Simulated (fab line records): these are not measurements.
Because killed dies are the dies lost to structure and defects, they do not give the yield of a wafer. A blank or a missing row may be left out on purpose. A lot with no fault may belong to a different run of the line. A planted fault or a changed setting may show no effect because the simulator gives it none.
2 desks looking at one fault | flow gf180mcu | numbers are kept per desk, each desk with only its own; the story behind them comes last

AT THE METROLOGY DESK
Means of the sampled wafers that have a number, per lot and without regard to the tool the lot ran on: this is what the gauges read. The brackets show how far a lot's mean lies from the usual mean; more than 4 standard deviations puts the lot out of limits, marked OUT.
Columns: A = cd nm at GF_POLY_GATE_CD_MEAS_18, usual 280.4 nm; B = HV_LDD_RS at GF_HV_LDD_RS_MEAS_53, usual 418.5 ohm/sq; C = cd nm at GF_NSD_CD_MEAS_07, usual 400.4 nm
lot  | first seen here | A     | B     | C
L130 | day 9 10:52     | 277.3 | 418.4 | 399.9
L131 | day 9 21:11     | 282.4 | 418.6 | 399.0
L132 | day 10 03:04    | 280.9 | 419.1 | 400.3
L134 | day 10 14:27    | 281.2 | 417.3 | 399.5
L135 | day 11 01:14    | 281.8 | 418.0 | 401.5
L138 | day 11 19:44    | 281.2 | 418.7 | 401.7
L139 | day 12 09:07    | 280.1 | 420.3 | 407.2
L145 | day 14 06:04    | 281.9 | 417.5 | 397.3
L146 | day 14 07:44    | 280.9 | 419.3 | 401.8
L148 | day 15 02:38    | 279.5 | 418.6 | 400.0
L149 | day 15 06:53    | 279.8 | 417.7 | 396.9
L150 | day 15 13:05    | 280.3 | 420.2 | 398.7
L151 | day 15 23:17    | 280.9 | 419.1 | 395.2
L152 | day 16 04:40    | 279.9 | 418.4 | 403.4
Result from this desk: across the 14 lots, nothing is out of limits.

DESK OF THE TOOL OWNER: plasma asher-01
The tool's own readings at GF_HV_LDD_STRIP_49 (strips in O2/N2): means of the sampled wafers that have a number, for each lot that ran on this tool. The brackets show how far a lot's mean lies from the usual mean; more than 4 standard deviations puts the lot out of limits, marked OUT.
Columns: A = drypump motor current A at GF_HV_LDD_STRIP_49, usual 5.7 A; B = heater power w at GF_HV_LDD_STRIP_49, usual 343 W; C = n2 flow sccm at GF_HV_LDD_STRIP_49, usual 300.2 sccm; D = oes product au at GF_HV_LDD_STRIP_49, usual 0.716 a.u.; E = strip time to endpoint s at GF_HV_LDD_STRIP_49, usual 12.63 s
lot  | first seen here | A   | B   | C               | D     | E
L132 | day 13 08:56    | 5.8 | 346 | 299.2           | 0.714 | 12.65
L138 | day 15 06:47    | 5.8 | 348 | 239.3 (-66) OUT | 0.714 | 12.61
L139 | day 15 20:59    | 5.9 | 374 | 240.6 (-64) OUT | 0.714 | 12.63
L148 | day 18 23:27    | 5.9 | 371 | 300.5           | 0.723 | 12.62
L149 | day 19 04:36    | 5.9 | 370 | 300.5           | 0.715 | 12.62
L151 | day 19 21:42    | 5.8 | 348 | 300.7           | 0.713 | 12.59
This desk finds L138, L139 out of limits, L138 being first, at day 15 06:47 (n2 flow sccm at GF_HV_LDD_STRIP_49). Within limits: L132, L148, L149, L151.

ALL TOGETHER
An alarm could have come from the tool owner's desk at day 15 06:47, on L138, L139.
Nothing out of limits was seen by the metrology desk.
The metrology desk holds a record of L138, L139, inside its limits.
All the named lots went through GF_HV_LDD_STRIP_49 on plasma asher-01.

WHAT THE SIMULATOR HAD INSERTED
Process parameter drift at GF_HV_LDD_STRIP_49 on plasma asher-01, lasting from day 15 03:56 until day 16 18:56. Setting n2 flow sccm, moved by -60, from 300. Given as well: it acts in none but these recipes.
Shown lots that were struck: L138, L139.
Time in hours from fault onset to the first out-of-limits reading at each desk: the tool owner's desk, 3.
